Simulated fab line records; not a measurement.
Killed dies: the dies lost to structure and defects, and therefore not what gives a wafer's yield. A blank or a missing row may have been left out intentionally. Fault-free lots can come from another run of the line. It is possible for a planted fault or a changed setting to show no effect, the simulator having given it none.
Matching of chambers / flow gf180mcu / GF_PASSIVATION_CVD_00 on pecvd-04 has 3 sister chambers
The step deposits SiO2 from TEOS, target thk 1000 nm, time 108.3 s. 6 wafers are shown with their chamber, then 11 later ones without.

WAFERS WITH THEIR CHAMBER
wafer=L086.4; chamber=0; heaterPowerW (W)=492
wafer=L089.6; chamber=2; heaterPowerW (W)=614
wafer=L090.1; chamber=0; heaterPowerW (W)=571
wafer=L090.2; chamber=1; heaterPowerW (W)=814
wafer=L090.3; chamber=2; heaterPowerW (W)=530
wafer=L090.4; chamber=1; heaterPowerW (W)=660

WAFERS WITH NO CHAMBER GIVEN
wafer=L090.5; heaterPowerW (W)=612
wafer=L090.6; heaterPowerW (W)=615
wafer=L093.1; heaterPowerW (W)=814
wafer=L093.2; heaterPowerW (W)=615
wafer=L093.3; heaterPowerW (W)=606
wafer=L093.4; heaterPowerW (W)=500
wafer=L093.5; heaterPowerW (W)=475
wafer=L093.6; heaterPowerW (W)=644
wafer=L095.3; heaterPowerW (W)=609
wafer=L095.4; heaterPowerW (W)=483
wafer=L095.6; heaterPowerW (W)=653

CHAMBER TAKEN BY EACH
wafer=L090.5; from the rows above=can't be placed: 2 or 0 or 1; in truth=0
wafer=L090.6; from the rows above=can't be placed: 2 or 0 or 1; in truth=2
wafer=L093.1; from the rows above=1; in truth=1
wafer=L093.2; from the rows above=can't be placed: 2 or 0 or 1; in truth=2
wafer=L093.3; from the rows above=can't be placed: 2 or 0 or 1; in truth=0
wafer=L093.4; from the rows above=can't be placed: 0 or 2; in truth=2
wafer=L093.5; from the rows above=can't be placed: 0 or 2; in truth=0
wafer=L093.6; from the rows above=can't be placed: 2 or 1 or 0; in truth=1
wafer=L095.3; from the rows above=can't be placed: 2 or 0 or 1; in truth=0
wafer=L095.4; from the rows above=can't be placed: 0 or 2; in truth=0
wafer=L095.6; from the rows above=can't be placed: 2 or 1 or 0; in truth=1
1 of 11 placed correctly. Not placeable from these rows: 10 (in 10, the candidates include the true chamber). Placed wrongly: 0.
How it was worked out, from the rows above alone: a wafer's distance from a chamber is the root of the sum, over the readings, of the square of ((its reading less the chamber's mean) divided by the reading's scatter). The wafer belongs to the nearest chamber; if the next one is less than 2 further off, it can't be placed. For every chamber, the mean is computed from those of its wafers that are shown. The scatter is the square root of a quotient: the sum, over the shown wafers, of each reading's squared deviation from its chamber's mean, divided by wafers minus chambers.
